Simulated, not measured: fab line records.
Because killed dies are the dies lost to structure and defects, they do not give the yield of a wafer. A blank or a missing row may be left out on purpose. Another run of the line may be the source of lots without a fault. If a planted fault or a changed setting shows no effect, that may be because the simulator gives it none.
A struck lot beside a sound one || flow sky130 || 15 steps out of a route of 708
Sound: wafers L146.1, L146.2, L146.6. Wafers L161.1, L161.2, L161.6 were the ones struck. The cause comes at the end.
Order at every step that has rows: each side's tool, ch and its chambers, its first start. Under that, the readings that differ: sound wafers || struck wafers || difference of the means || sigmas: that difference in standard deviations of wafers without a fault.
alike: a reading whose means differ by less than 2 such deviations, as well as words and numbers matching on both sides. not compared: withheld readings; readings where some wafer has no value; bounds like >300 that might hide an equal value; numbers whose values overlap and for which the record gives no deviation.
The two part at a step that has a row with sigmas, a row that says differs or no value, or rows on one side only. Numbers that have no deviation but don't overlap get no sigmas and don't part them. Lack of a reading on every wafer of one side parts them only where that side has two or more wafers.

SKY_CAP2M_METAL_ETCH_13: etches TiN in Cl2/BCl3, stops on SiO2, target depth 220 nm, time 62.9 s.
  sound on rie_metal-01 ch 0,1, day 42 23:56; struck on rie_metal-04 ch 0,1, day 46 17:22
{"reading": "drypump_motor_current_A (A)", "sound": "5.9 6.5 6.5", "struck": "5.1 4.7 5.1", "difference": -1.3, "sigmas": -2}
  alike: he_backside_leak_sccm, mfc_cl2_sccm, oes_product_au, throttle_valve_pct
  not compared: rf_hours_counter_h
SKY_CAP2M_STRIP_14: strips in O2/N2.
  sound on plasma_asher-04 ch 0,1, day 43 00:01; struck on plasma_asher-03 ch 0,1, day 46 17:26
  alike: drypump_motor_current_A, n2_flow_sccm, oes_product_au, strip_time_to_endpoint_s
  not compared: rf_hours_counter_h
then, 10 steps without rows for these wafers: SKY_CAP2M_STRIP_15 (strips in post etch residue remover, time 1200 s); SKY_CAP2M_CLEAN_16 (cleans in IPA, time 180 s); SKY_CAP2M_CLEAN_17 (cleans in O3/DIW); SKY_METAL4_DEHYDRATE_05 (time 60 s); SKY_METAL4_HMDS_06 (prime time 60 s); SKY_METAL4_COAT_07 (resist thk 60 nm); SKY_METAL4_COAT_08 (resist thk 1140 nm); SKY_METAL4_SOFTBAKE_09 (time 90 s); SKY_METAL4_EXPOSE_10 (exposes mask MM4, target cd 300 nm); SKY_METAL4_PEB_11.
SKY_METAL4_DEVELOP_12: develop time 60 s.
  sound on litho_track-03 ch 0, day 43 23:00; struck on litho_track-03 ch 0, day 47 14:00
{"reading": "developer_temp_C (C)", "sound": "21.02 20.91 20.95", "struck": "21.70 21.66 21.60", "difference": "+0.69", "sigmas": "+6"}
  alike: exhaust_pa
SKY_METAL4_CD_MEAS_13 targets a cd of 300 nm.
  sound: cd_sem-02 at day 43 23:15; struck: cd_sem-01 at day 47 14:15
  alike: cd_nm
-- the record jumps here: 3 days lie between the struck wafers' starts before and after (it left off in module METAL4 and takes up again in module PAD_OPEN, whose first step shown is number 708 of the route) --
SKY_PAD_OPEN_PROBE_99:
  sound: prober-02 at day 47 16:54; struck: prober-01 at day 50 17:52
  alike: defect_limited_yield, killed_at_M0_to_M3, killed_at_M4_up, killed_at_contacts, killed_at_front_end, killed_at_other, killed_dies, killed_on_rim, killed_open, killed_short, sort_bin_3_pad_short, sort_bin_5_function, sort_bin_6_memory, sort_n_pass, sort_yield_pct

WHERE THEY PART
Last at SKY_METAL4_DEVELOP_12 as far as this record goes, first at SKY_CAP2M_METAL_ETCH_13. Later steps at which nothing parts them and some readings are alike: SKY_METAL4_CD_MEAS_13, SKY_PAD_OPEN_PROBE_99.

WHY: what had been put in by the simulator
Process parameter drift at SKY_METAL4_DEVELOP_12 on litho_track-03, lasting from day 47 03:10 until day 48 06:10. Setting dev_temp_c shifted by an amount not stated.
